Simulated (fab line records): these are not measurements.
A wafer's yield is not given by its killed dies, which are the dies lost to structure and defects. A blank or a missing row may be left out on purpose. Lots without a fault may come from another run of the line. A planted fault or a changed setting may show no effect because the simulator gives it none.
Comparing a struck lot with a sound one    flow sky130    29 out of 708 route steps
Sound: the wafers L631.1, L631.4, L631.5. The struck wafers were L641.2, L641.3, L641.6. The cause comes at the end.
Order at every step that has rows: each side's tool, ch and its chambers, its first start. Under that, the readings that differ: sound wafers    struck wafers    difference of the means    sigmas: that difference in standard deviations of wafers without a fault.
alike: a reading whose means differ by less than 2 such deviations, as well as words and numbers matching on both sides. not compared: withheld readings; readings where some wafer has no value; bounds like >300 that might hide an equal value; numbers whose values overlap and for which the record gives no deviation.
Wherever a step has rows on one side only, a row that says differs or no value, or a row with sigmas, the two part there. When numbers do not overlap yet have no deviation, they are printed without sigmas and do not part them. A reading missing from all wafers of one side parts the sides only when that side holds two or more wafers.

first, 2 steps without rows for these wafers: SKY_LOCAL_INTERCONNECT_PEB_09; SKY_LOCAL_INTERCONNECT_DEVELOP_10 (develop time 60 s).
SKY_LOCAL_INTERCONNECT_CD_MEAS_11 targets a cd of 170 nm.
  sound on cd_sem-01, day 33 03:03; struck on cd_sem-01, day 36 11:01
  alike: cd_nm
SKY_LOCAL_INTERCONNECT_OVL_MEAS_12:
  sound on overlay-02, day 33 03:10; struck on overlay-02, day 36 11:08
  alike: LOCAL_INTERCONNECT_OVL
SKY_LOCAL_INTERCONNECT_ETCH_13: etches BARC in N2/H2, stops on SiO2, time 45.9 s, target depth 60 nm.
  sound on rie_metal-02 ch 1, day 33 03:13; struck on rie_metal-04 ch 0, day 36 11:11
  alike: drypump_motor_current_A, oes_product_au, throttle_valve_pct
  not compared: rf_hours_counter_h
SKY_LOCAL_INTERCONNECT_METAL_ETCH_14: etches TiN in Cl2/BCl3, stops on PSG, target depth 110 nm, time 31.4 s.
  sound on rie_metal-02 ch 1, day 33 03:16; struck on rie_metal-04 ch 0, day 36 11:18
  alike: drypump_motor_current_A, oes_product_au, throttle_valve_pct
  not compared: rf_hours_counter_h
then, 4 steps without rows for these wafers: SKY_LOCAL_INTERCONNECT_STRIP_15 (strips in O2/N2); SKY_LOCAL_INTERCONNECT_STRIP_16 (strips in post etch residue remover, time 1200 s); SKY_LOCAL_INTERCONNECT_CLEAN_17 (cleans in IPA, time 180 s); SKY_LOCAL_INTERCONNECT_CLEAN_18 (cleans in O3/DIW).
SKY_CONTACT_CVD_00: deposits Si3N4, target thk 75 nm.
  sound on pecvd-02 ch 0,2, day 33 04:04; struck on pecvd-03 ch 0,2, day 36 11:59
  alike: heater_power_w
SKY_CONTACT_THK_MEAS_01:
  sound on film_metro-02, day 33 04:07; struck on film_metro-02, day 36 12:01
  alike: CONTACT_CVD_00_THK
SKY_CONTACT_HDPCVD_02: deposits SiO2, target thk 565 nm, time 94.2 s.
  sound on hdpcvd-01 ch 0,1, day 33 04:10; struck on hdpcvd-01 ch 0,1,2, day 36 12:04
  no value came back on the struck wafers for pressure_mtorr (mTorr), run_length_s (s); on the sound wafers pressure_mtorr (mTorr) reads 5.999 6.001 5.998
then, 1 step without rows for these wafers: SKY_CONTACT_CMP_04 (polishes SiO2).
SKY_CONTACT_BOW_MEAS_05:
  sound on film_metro-02, day 33 05:02; struck on film_metro-01, day 36 12:31
  alike: CONTACT_BOW
then, 8 steps without rows for these wafers: SKY_CONTACT_DEHYDRATE_06 (time 60 s); SKY_CONTACT_HMDS_07 (prime time 60 s); SKY_CONTACT_COAT_08 (resist thk 60 nm); SKY_CONTACT_COAT_09 (resist thk 450 nm); SKY_CONTACT_SOFTBAKE_10 (time 90 s); SKY_CONTACT_EXPOSE_11 (exposes mask CTM1, target cd 170 nm); SKY_CONTACT_PEB_12; SKY_CONTACT_DEVELOP_13 (develop time 60.94 s).
SKY_CONTACT_CD_MEAS_14 targets a cd of 170 nm.
  sound on cd_sem-01, day 34 07:14; struck on cd_sem-01, day 37 14:05
  alike: cd_nm
SKY_CONTACT_OVL_MEAS_15:
  sound on overlay-01, day 34 07:21; struck on overlay-01, day 37 14:11
  alike: CONTACT_OVL
SKY_CONTACT_ETCH_16: etches BARC in N2/H2, stops on SiO2, time 45.9 s, target depth 60 nm.
  sound on rie_diel-03 ch 0,1,2, day 34 07:23; struck on rie_diel-02 ch 2,3, day 37 14:13
  alike: drypump_motor_current_A, oes_product_au, throttle_valve_pct
  not compared: rf_hours_counter_h
SKY_CONTACT_ETCH_17: etches SiO2 in C4F8/O2/Ar, stops on Si3N4, target depth 340 nm.
  sound on rie_diel-03 ch 0,1,2, day 34 07:25; struck on rie_diel-02 ch 2,3, day 37 14:16
reading                   sound              struck             difference  sigmas
oes_product_au (a.u.)     0.888 0.888 0.895  0.376 0.382 0.377  -0.512      -99 or more
model.etch.depth_nm (nm)  341.1 340.7 340.4  0 0 0              -341        
SKY_CONTACT_ETCH_18: etches Si3N4 in CHF3/O2, stops on TiN, time 39 s, target depth 75 nm.
  sound: rie_diel-03 ch 0,1,2; struck: rie_diel-02 ch 2,3
  alike: drypump_motor_current_A, oes_product_au, throttle_valve_pct
  not compared: rf_hours_counter_h
-- the record jumps here: 12 days lie between the struck wafers' starts before and after (it left off in module CONTACT and takes up again in module PAD_OPEN, whose first step shown is number 708 of the route) --
SKY_PAD_OPEN_PROBE_99:
  sound on prober-02, day 47 19:19; struck on prober-01, day 50 01:43
reading              sound     struck       difference  sigmas
killed_at_M0_to_M3   33 42 43  14 6 12      -29         -5
killed_at_M4_up      5 6 4     3 0 0        -4          -2
killed_at_contacts   26 24 23  473 478 478  +452        +81
killed_at_front_end  22 19 21  2 8 2        -17         -4
killed_dies          86 91 91  492 492 492  +403        +45
killed_on_rim        10 21 16  96 96 96     +80         +22
killed_open          45 53 44  8 20 8       -35         -5
killed_short         41 38 47  12 7 7       -33         -5
  alike: killed_at_other

== WHERE THEY PART ==
Last at SKY_PAD_OPEN_PROBE_99 as far as this record goes, first at SKY_CONTACT_HDPCVD_02.

WHY: what had been put in by the simulator
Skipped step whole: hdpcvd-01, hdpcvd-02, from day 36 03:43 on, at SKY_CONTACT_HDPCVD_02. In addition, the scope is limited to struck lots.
